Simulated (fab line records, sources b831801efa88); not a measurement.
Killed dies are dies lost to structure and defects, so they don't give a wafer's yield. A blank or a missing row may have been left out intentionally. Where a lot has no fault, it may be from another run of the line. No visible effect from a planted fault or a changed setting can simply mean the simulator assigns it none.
Split-lot experiment	flow sky130	5 lots, 23 wafers read, on a route of 708 steps

SPLIT DETAILS
At SKY_NWELL_IMPLANT_11, the setting energy_kev was moved away from the recipe's 400 on 10 of the 23 wafers read, by -2.5% to +5.2%. All remaining wafers had this setting at the recipe value.

FROM THE SPLIT TO THE READING: what the file shows between them, 5 steps
- SKY_NWELL_COAT_18: resist thk 3000 nm (also split here: spin_rpm)
- SKY_NWELL_IMPLANT_24 (also split here: energy_kev)
- SKY_NWELL_STRIP_25: strips in O2/N2
- SKY_NWELL_CLEAN_27: cleans in SC1/SC2, time 150 s
- SKY_NWELL_RTA_28: time 30 s

THE READING
NWELL_RS in ohm/sq, measured at SKY_NWELL_RS_MEAS_29 by four-point-probe. On this fab line, fault-free wafers typically give 624.4 ohm/sq with a standard deviation of 1.3 ohm/sq.

wafer	tool, chamber at the split	energy_kev as run	against the recipe	NWELL_RS, ohm/sq	against lot-mates on the recipe
L076.2	implanter-02, 0	400	recipe	625.2	-
L076.4	implanter-02, 0	400	recipe	624.7	-
L076.5	implanter-02, 0	400	recipe	626.4	-
L077.1	implanter-04, 0	408.6	+2.2%	621.1	-3.8
L077.2	implanter-04, 0	408.6	+2.2%	622.3	-2.6
L077.4	implanter-04, 0	400	recipe	624.9	-
L077.5	implanter-04, 0	400	recipe	624.9	-
L077.6	implanter-04, 0	408.6	+2.2%	621.9	-3.0
L082.1	implanter-03, 0	389.9	-2.5%	629.1	+3.5
L082.2	implanter-03, 0	400	recipe	625.5	-
L082.3	implanter-03, 0	389.9	-2.5%	629.1	+3.5
L082.4	implanter-03, 0	389.9	-2.5%	629.5	+3.9
L082.6	implanter-03, 0	400	recipe	625.7	-
L083.1	implanter-04, 0	400	recipe	627.0	-
L083.2	implanter-04, 0	400	recipe	625.0	-
L083.3	implanter-04, 0	418	+4.5%	619.2	-5.8
L083.4	implanter-04, 0	418	+4.5%	619.2	-5.8
L083.6	implanter-04, 0	400	recipe	623.1	-
L084.1	implanter-02, 0	421	+5.2%	618.1	-6.5
L084.2	implanter-02, 0	400	recipe	625.1	-
L084.3	implanter-02, 0	400	recipe	624.7	-
L084.5	implanter-02, 0	421	+5.2%	617.0	-7.6
L084.6	implanter-02, 0	400	recipe	623.9	-

FIT RESULTS
A straight line over all 23 wafers: NWELL_RS changes by -1.45 ohm/sq for each +1% of energy_kev; r = -0.97; the points scatter about the line by 0.83 ohm/sq.
The same after taking each lot's own level away (the mean of its wafers on the recipe; 23 wafers): -1.36 ohm/sq for each +1%; r = -0.97; scatter 0.75 ohm/sq.
According to that fit, moving energy_kev by its largest amount changes the reading by 7.1 ohm/sq.
The lots' own levels span 624.57 to 625.60 ohm/sq, that is 0.8 times the standard deviation above.
The two slopes agree, so the slope changes little with the lot-to-lot level.
Check: for one of the wafers moved furthest among these (+5.2%), held out of the fit, the line's prediction against its lot-mates is -7.26 ohm/sq. It came out at -6.47 ohm/sq against them.

ADDITIONAL SPLITS CARRIED BY THESE WAFERS
Before the reading, these wafers also passed through other splits. Each is held against what the fit with the lots' levels taken away leaves over:
other split on the same wafers	wafers away from the commonest value	r with NWELL_RS (lot level and that fit taken away)
SKY_FIELD_ISO_OXIDATION_01 ox_time_s	15	-0.09
SKY_FIELD_ISO_CVD_03 pressure_mtorr	15	+0.10
SKY_FIELD_ISO_ETCH_15 bias_w	12	+0.06
SKY_FIELD_ISO_OXIDATION_22 ox_time_s	15	-0.11
SKY_FIELD_ISO_WET_ETCH_29 time_s	15	+0.08
SKY_NWELL_COAT_18 spin_rpm	10	+0.19
SKY_NWELL_IMPLANT_24 energy_kev	4	-0.09

THE WHOLE CHAIN: every reading that the file lists as answering this split, in the file's order
step	what it does	reading	change (the file's fit)	r (the file's)
SKY_NWELL_IMPLANT_11		implant.rp_nm (the simulator's own value, which no gauge read)	+4.49 nm for each +1% of the setting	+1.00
SKY_NWELL_IMPLANT_11		implant.drp_nm (the simulator's own value, which no gauge read)	+0.586 nm for each +1% of the setting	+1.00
SKY_NWELL_RS_MEAS_29	measures by four-point-probe	NWELL_RS	-1.34 for each +1% of the setting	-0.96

THE FILE'S OWN FIT
NWELL_RS changes by -1.34 ohm/sq for each +1% of energy_kev, r = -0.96.
